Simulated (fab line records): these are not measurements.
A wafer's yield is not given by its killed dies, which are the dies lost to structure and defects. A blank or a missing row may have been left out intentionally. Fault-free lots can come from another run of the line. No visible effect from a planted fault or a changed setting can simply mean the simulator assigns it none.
Shared-tool check | flow gf180mcu | Lots sampled 13, wafers sampled 39

== REASON IT WAS OPENED ==
Of 13 lots, 2 have the reading MVPSD_RS flagged at GF_VT_IMPLANT_RS_MEAS_49. Fault-free wafers read 1168.6 ohm/sq, with a standard deviation of 3.
Rule: a lot is flagged in two cases, either no wafer of it has a number, or all its wafers with numbers fall more than 4 standard deviations from that mean. The rest of the lots are taken to be sound.

lot  | measured     | on            | MVPSD_RS (ohm/sq), wafer by wafer | flag
L912 | day 7 19:10  | film-metro-03 | 1170.2 1174.1 1170.2              |
L913 | day 7 22:19  | film-metro-03 | 1172.1 1172.4 1174.3              |
L914 | day 8 06:05  | film-metro-01 | 1169.1 1164.7 1164.7              |
L917 | day 8 23:59  | film-metro-01 | 1169.9 1167.3 1170.8              |
L918 | day 9 08:19  | film-metro-03 | 1199.7 1201.5 1199.0              | FLAGGED
L919 | day 9 09:33  | film-metro-03 | 1198.1 1197.0 1196.6              | FLAGGED
L926 | day 11 12:20 | film-metro-01 | 1171.5 1165.0 1170.0              |
L927 | day 11 19:36 | film-metro-02 | 1164.6 1164.1 1169.7              |
L929 | day 12 08:35 | film-metro-01 | 1162.4 1161.9 1162.1              |
L932 | day 13 04:29 | film-metro-02 | 1167.4 1169.1 1168.1              |
L933 | day 13 11:55 | film-metro-02 | 1163.8 1168.1 1164.4              |
L934 | day 13 19:40 | film-metro-01 | 1165.0 1166.9 1167.7              |
L935 | day 13 23:30 | film-metro-02 | 1170.0 1176.9 1173.0              |
On average the flagged lots' numbers are 1198.7 ohm/sq, which is +30.1 ohm/sq against the usual, or +10 standard deviations.

== LOT BY LOT: THE TOOL USED ==
Before the reading, the record contains 2 process steps out of a 602-step route. In each cell: the tool, then ch and the chambers that the sampled wafers went through, then the start.
lot  | flag    | GF_STI_STRIP_15                     | GF_MVPSD_IMPLANT_08
L912 |         | plasma-asher-02 ch 0,1, day 2 05:41 | implanter-01 ch 0, day 5 06:13
L913 |         | plasma-asher-01 ch 0,1, day 2 08:55 | implanter-03 ch 0, day 5 09:01
L914 |         | plasma-asher-03 ch 0,1, day 2 12:38 | implanter-01 ch 0, day 5 15:24
L917 |         | plasma-asher-02 ch 0, day 3 05:05   | implanter-04 ch 0, day 6 06:51
L918 | FLAGGED | plasma-asher-03 ch 0,1, day 3 09:20 | implanter-03 ch 0, day 6 13:53
L919 | FLAGGED | plasma-asher-01 ch 0,1, day 3 14:09 | implanter-03 ch 0, day 6 16:42
L926 |         | plasma-asher-03 ch 0,1, day 5 01:11 | implanter-01 ch 0, day 8 11:54
L927 |         | plasma-asher-01 ch 0,1, day 5 07:51 | implanter-04 ch 0, day 8 18:39
L929 |         | plasma-asher-03 ch 0,1, day 5 17:51 | implanter-01 ch 0, day 9 05:08
L932 |         | plasma-asher-03 ch 0,1, day 6 08:37 | implanter-01 ch 0, day 10 00:08
L933 |         | plasma-asher-01 ch 0,1, day 6 13:06 | implanter-01 ch 0, day 10 05:41
L934 |         | plasma-asher-03 ch 0,1, day 6 18:36 | implanter-04 ch 0, day 10 11:54
L935 |         | plasma-asher-03 ch 0,1, day 6 23:26 | implanter-04 ch 0, day 10 17:35
What is done by these steps:
- GF_STI_STRIP_15: strips in O2/N2.
- GF_MVPSD_IMPLANT_08
- GF_VT_IMPLANT_RS_MEAS_49: measures by four-point-probe.

== FLAGGED OVER TOTAL, TOOL BY TOOL (the gauges that took the reading come last) ==
step                     | tool            | lots run | flagged | share of the flagged lots | sound lots run after its first flagged lot
GF_STI_STRIP_15          | plasma-asher-01 | 4        | 1       | some                      | 2 (L927,L933)
GF_STI_STRIP_15          | plasma-asher-02 | 2        | 0       | none                      | -
GF_STI_STRIP_15          | plasma-asher-03 | 7        | 1       | some                      | 5 (L926,L929,L932,L934,L935)
GF_MVPSD_IMPLANT_08      | implanter-01    | 6        | 0       | none                      | -
GF_MVPSD_IMPLANT_08      | implanter-03    | 3        | 2       | all                       | 0
GF_MVPSD_IMPLANT_08      | implanter-04    | 4        | 0       | none                      | -
GF_VT_IMPLANT_RS_MEAS_49 | film-metro-01   | 5        | 0       | none                      | -
GF_VT_IMPLANT_RS_MEAS_49 | film-metro-02   | 4        | 0       | none                      | -
GF_VT_IMPLANT_RS_MEAS_49 | film-metro-03   | 4        | 2       | all                       | 0

== WHAT THE TABLE PERMITS ==
2 rows of the table ran every flagged lot: implanter-03 at GF_MVPSD_IMPLANT_08, film-metro-03 at GF_VT_IMPLANT_RS_MEAS_49.
- implanter-03 at GF_MVPSD_IMPLANT_08 ran 3 lots, 2 of them flagged. A fault beginning between L913 (day 5 09:01), its last sound lot, and L918 (day 6 13:53), its first flagged one, fits the data. Its own readings (dose-ions-cm2) fall more than 4 standard deviations out on all wafers of the flagged lots.
- film-metro-03 at GF_VT_IMPLANT_RS_MEAS_49 ran 4 lots, 2 of them flagged. A fault beginning between L913 (day 7 22:19), its last sound lot, and L918 (day 9 08:19), its first flagged one, fits the data.
These 2 tools cannot be told apart by counting lots, since each of them fits a fault that started at some hour. More lots, or a look at what each step does to the wafer, might.

== WHAT THE SIMULATOR HAD INSERTED ==
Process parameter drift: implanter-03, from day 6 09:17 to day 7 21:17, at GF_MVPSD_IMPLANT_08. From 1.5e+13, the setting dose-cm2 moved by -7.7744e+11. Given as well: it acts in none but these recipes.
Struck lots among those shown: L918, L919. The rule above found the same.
